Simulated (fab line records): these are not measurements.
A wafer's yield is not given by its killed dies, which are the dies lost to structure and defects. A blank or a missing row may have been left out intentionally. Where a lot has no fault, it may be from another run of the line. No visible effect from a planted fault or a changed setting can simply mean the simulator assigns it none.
Struck lot and sound lot, side by side -- flow sky130 -- 20 out of 708 route steps
Sound: the wafers L117.1, L117.2, L117.6. Wafers struck: L125.2, L125.5, L125.6. The cause comes at the end.
At each step with rows: each side's tool, then ch and its chambers, then its first start. Under that, the readings that differ: sound wafers -- struck wafers -- difference of the means -- sigmas: that difference in standard deviations of wafers without a fault.
alike: words and numbers the same on both sides, and readings whose means are apart by under 2 such deviations; not compared: readings that were withheld, readings missing a value for some wafer, numbers with overlapping values and no deviation given by the record, and bounds like >300 which may hide the same value.
The two part at a step that has a row with sigmas, a row that says differs or no value, or rows on one side only. Numbers that don't overlap but have no deviation are shown without sigmas and don't part them. Lack of a reading on every wafer of one side parts them only where that side has two or more wafers.

first, 4 steps without rows for these wafers: SKY_VT_ADJUST_LVTN_SOFTBAKE_03; SKY_VT_ADJUST_LVTN_EXPOSE_04 (exposes mask NWM COMPLEMENT LESS NATIVE, target cd 840 nm); SKY_VT_ADJUST_LVTN_PEB_05; SKY_VT_ADJUST_LVTN_DEVELOP_06 (develop time 60 s).
SKY_VT_ADJUST_LVTN_OVL_MEAS_07:
  struck on overlay-02, day 10 06:50; sound on overlay-02, day 7 23:55
  alike: VT_ADJUST_LVTN_OVL
next, for these wafers, 1 step has no rows: SKY_VT_ADJUST_LVTN_IMPLANT_08.
SKY_VT_ADJUST_LVTN_STRIP_09: strips in O2/N2.
  sound on plasma_asher-04 ch 0,1, day 8 00:07; struck on plasma_asher-02 ch 0,1, day 10 07:01
  alike: drypump_motor_current_A, n2_flow_sccm, oes_product_au, strip_time_to_endpoint_s
  not compared: rf_hours_counter_h
SKY_VT_ADJUST_LVTN_TW_MEAS_10:
  struck on film_metro-04, day 10 07:07; sound on film_metro-03, day 8 00:13
reading,sound,struck,difference,sigmas
VT_ADJUST_LVTN_TW,239.4 237.0 238.8,242.9 244.2 242.8,+4.9,+2
then, 4 steps without rows for these wafers: SKY_VT_ADJUST_LVTN_DEHYDRATE_11 (time 60 s); SKY_VT_ADJUST_LVTN_HMDS_12 (prime time 60 s); SKY_VT_ADJUST_LVTN_COAT_13 (resist thk 1140 nm); SKY_VT_ADJUST_LVTN_SOFTBAKE_14 (time 60 s).
SKY_VT_ADJUST_LVTN_EXPOSE_15: exposes mask HVN STD DERIVED, target cd 600 nm.
  sound on iline_stepper-02 ch 0, day 8 10:32; struck on iline_stepper-01 ch 0, day 10 18:44
reading,sound,struck,difference,sigmas
mask,HVN_STD_DERIVED#0 HVN_STD_DERIVED#0 HVN_STD_DERIVED#0,HVTPM#0 HVTPM#0 HVTPM#0,differs,
then, 2 steps without rows for these wafers: SKY_VT_ADJUST_LVTN_PEB_16; SKY_VT_ADJUST_LVTN_DEVELOP_17 (develop time 60 s).
SKY_VT_ADJUST_LVTN_OVL_MEAS_18:
  struck on overlay-02, day 11 06:17; sound on overlay-02, day 8 19:52
reading,sound,struck,difference,sigmas
VT_ADJUST_LVTN_01_OVL (nm),0.2 -0.5 -1.8,- - -,no value on the struck wafers,
next, for these wafers, 1 step has no rows: SKY_VT_ADJUST_LVTN_IMPLANT_19.
SKY_VT_ADJUST_LVTN_STRIP_20: strips in O2/N2.
  sound on plasma_asher-02 ch 0,1, day 8 20:04; struck on plasma_asher-04 ch 0,1, day 11 06:28
  alike: drypump_motor_current_A, n2_flow_sccm, oes_product_au, strip_time_to_endpoint_s
  not compared: rf_hours_counter_h
SKY_VT_ADJUST_LVTN_TW_MEAS_21:
  struck on film_metro-03, day 11 06:35; sound on film_metro-03, day 8 20:10
reading,sound,struck,difference,sigmas
VT_ADJUST_LVTN_2_TW,185.5 186.1 185.3,29.5 29.7 29.7,-156.0,-99 or more
then, 1 step without rows for these wafers: SKY_VT_ADJUST_NCORE_DEHYDRATE_00 (time 60 s).

== WHERE THEY PART ==
At SKY_VT_ADJUST_LVTN_TW_MEAS_10 first; at SKY_VT_ADJUST_LVTN_TW_MEAS_21 last (within this record only).

WHY: whatever the simulator had introduced
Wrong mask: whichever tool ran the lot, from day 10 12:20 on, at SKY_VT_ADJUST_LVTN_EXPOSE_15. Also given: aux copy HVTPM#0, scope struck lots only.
